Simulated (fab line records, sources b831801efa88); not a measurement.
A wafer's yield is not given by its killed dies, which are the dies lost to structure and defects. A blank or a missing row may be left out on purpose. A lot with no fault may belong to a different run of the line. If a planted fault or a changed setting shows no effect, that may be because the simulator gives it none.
A struck lot beside a sound one | flow sky130 | 18 steps out of a route of 708
Sound: these wafers, L302.4, L302.5, L302.6. Wafers struck: L310.2, L310.4, L310.5. Last of all comes the cause.
Order at every step that has rows: each side's tool, ch and its chambers, its first start. Under that, the readings that differ: sound wafers | struck wafers | difference of the means | sigmas: that difference in standard deviations of wafers without a fault.
alike: readings with means less than 2 such deviations apart, plus words and numbers identical on both sides. not compared: withheld readings, readings lacking a value on some wafer, bounds such as >300 that could conceal the same value, and numbers that have no deviation in the record and whose values overlap.
Wherever a step has rows on one side only, a row that says differs or no value, or a row with sigmas, the two part there. When numbers do not overlap yet have no deviation, they are printed without sigmas and do not part them. A reading missing from all wafers of one side parts the sides only when that side holds two or more wafers.

first, 3 steps without rows for these wafers: SKY_VIA1_EXPOSE_09 (exposes mask VIM, target cd 150 nm); SKY_VIA1_PEB_10; SKY_VIA1_DEVELOP_11 (develop time 60 s).
SKY_VIA1_CD_MEAS_12: the cd target is 150 nm.
  sound on cdSem-02 at day 36 06:28; struck on cdSem-01 at day 38 02:35
  alike: cdNm
SKY_VIA1_OVL_MEAS_13:
  sound on overlay-01 at day 36 06:32; struck on overlay-02 at day 38 02:41
  alike: VIA1_OVL
SKY_VIA1_ETCH_14: etches BARC in N2/H2, stops on SiO2, time 45.9 s, target depth 60 nm.
  sound on rieDiel-02 ch 0,1,2, day 36 06:34; struck on rieDiel-02 ch 0,1,2, day 38 02:43
reading              | sound                | struck               | difference | sigmas
throttleValvePct (%) | 13.225 13.218 13.199 | 13.249 13.226 13.247 | +0.027     | +3
  alike: drypumpMotorCurrentA, h2FlowSccm, oesProductAu, rfFwdPowerW
  not compared: rfHoursCounterH
SKY_VIA1_ETCH_15: etches SiO2 in C4F8/O2/Ar, stops on TiN, target depth 351 nm, time 54 s.
  sound on rieDiel-02 ch 0,1,2, day 36 06:36; struck on rieDiel-02 ch 0,1,2, day 38 02:46
  alike: oesProductAu, rfFwdPowerW
  not compared: rfHoursCounterH
SKY_VIA1_STRIP_16: strips in O2/N2.
  sound on plasmaAsher-01 ch 0,1, day 36 06:41; struck on plasmaAsher-03 ch 0,1, day 38 02:49
  alike: drypumpMotorCurrentA, oesProductAu, stripTimeToEndpointS
  not compared: rfHoursCounterH
then, 3 steps without rows for these wafers: SKY_VIA1_STRIP_17 (strips in post etch residue remover, time 1200 s); SKY_VIA1_CLEAN_18 (cleans in IPA, time 180 s); SKY_VIA1_CLEAN_19 (cleans in O3/DIW).
SKY_VIA1_SPUTTER_20: material TiN, target thk 20 nm, time 80 s.
  sound on pvdSputter-01 at day 36 07:16; struck on pvdSputter-01 at day 38 03:24
  alike: throttleValvePct
SKY_VIA1_CVD_21: deposits W, target thk 270 nm, time 80.902 s.
  sound on cvdW-01 ch 0,1, day 36 07:20; struck on cvdW-01 ch 0,1, day 38 03:28
reading                           | sound             | struck            | difference | sigmas
chamberPressureTorr (Torr)        | 39.95 39.93 40.14 | 65.81 65.70 65.76 | +25.75     | +99 or more
model.W_of_VIA1_CVD_21.thkNm (nm) | 266.8 271.5 269.2 | 345.6 351.3 351   | +80.1      | 
  alike: heaterPowerW
  not compared: sinceWetCleanH
SKY_VIA1_RS_MEAS_22: uses a four-point probe to measure.
  sound on filmMetro-03 at day 36 07:27; struck on filmMetro-03 at day 38 03:34
reading            | sound             | struck            | difference | sigmas
VIA1_W_RS (ohm/sq) | 0.432 0.425 0.428 | 0.333 0.327 0.328 | -0.099     | -19
SKY_VIA1_THK_MEAS_23: measures by xrf.
  sound on filmMetro-03 at day 36 07:32; struck on filmMetro-03 at day 38 03:41
reading         | sound       | struck      | difference | sigmas
VIA1_W_THK (nm) | 279 283 281 | 363 366 368 | +85        | +21
SKY_VIA1_CMP_24: polishes, stops on SiO2, t overpolish 15 s, target thk 0 nm.
  sound on cmp-02 ch 0,1,2, day 36 07:40; struck on cmp-01 ch 0,1,2, day 38 03:56
reading             | sound          | struck         | difference | sigmas
timeToEndpointS (s) | 64.3 63.4 62.9 | 80.2 87.4 82.9 | +20.0      | +9
  alike: motorCurrentA, retainingRingPressureFrac
SKY_METAL2_SPUTTER_00: material Ti, target thk 15 nm, time 10 s.
  sound on pvdSputter-03 at day 36 07:52; struck on pvdSputter-03 at day 38 04:08
  alike: throttleValvePct
-- the record jumps here: 11 days lie between the struck wafers' starts before and after (it left off in module METAL2 and takes up again in module PAD_OPEN, whose first step shown is number 708 of the route) --
SKY_PAD_OPEN_PROBE_99:
  sound on prober-01 at day 47 12:46; struck on prober-01 at day 48 23:10
reading     | sound    | struck   | difference | sigmas
killedShort | 24 34 30 | 42 44 46 | +15        | +2
  alike: killed_at_M0_to_M3, killed_at_M4_up, killedAtContacts, killedAtFrontEnd, killedAtOther, killedDies, killedOpen
  not compared: model.etest.nfet_01v8_lvt.vtSatV, model.etest.nfet_01v8_lvt.bodyRiseV

WHERE THEY PART
Last at SKY_PAD_OPEN_PROBE_99 as far as this record goes, first at SKY_VIA1_ETCH_14.

WHY: what had been put in by the simulator
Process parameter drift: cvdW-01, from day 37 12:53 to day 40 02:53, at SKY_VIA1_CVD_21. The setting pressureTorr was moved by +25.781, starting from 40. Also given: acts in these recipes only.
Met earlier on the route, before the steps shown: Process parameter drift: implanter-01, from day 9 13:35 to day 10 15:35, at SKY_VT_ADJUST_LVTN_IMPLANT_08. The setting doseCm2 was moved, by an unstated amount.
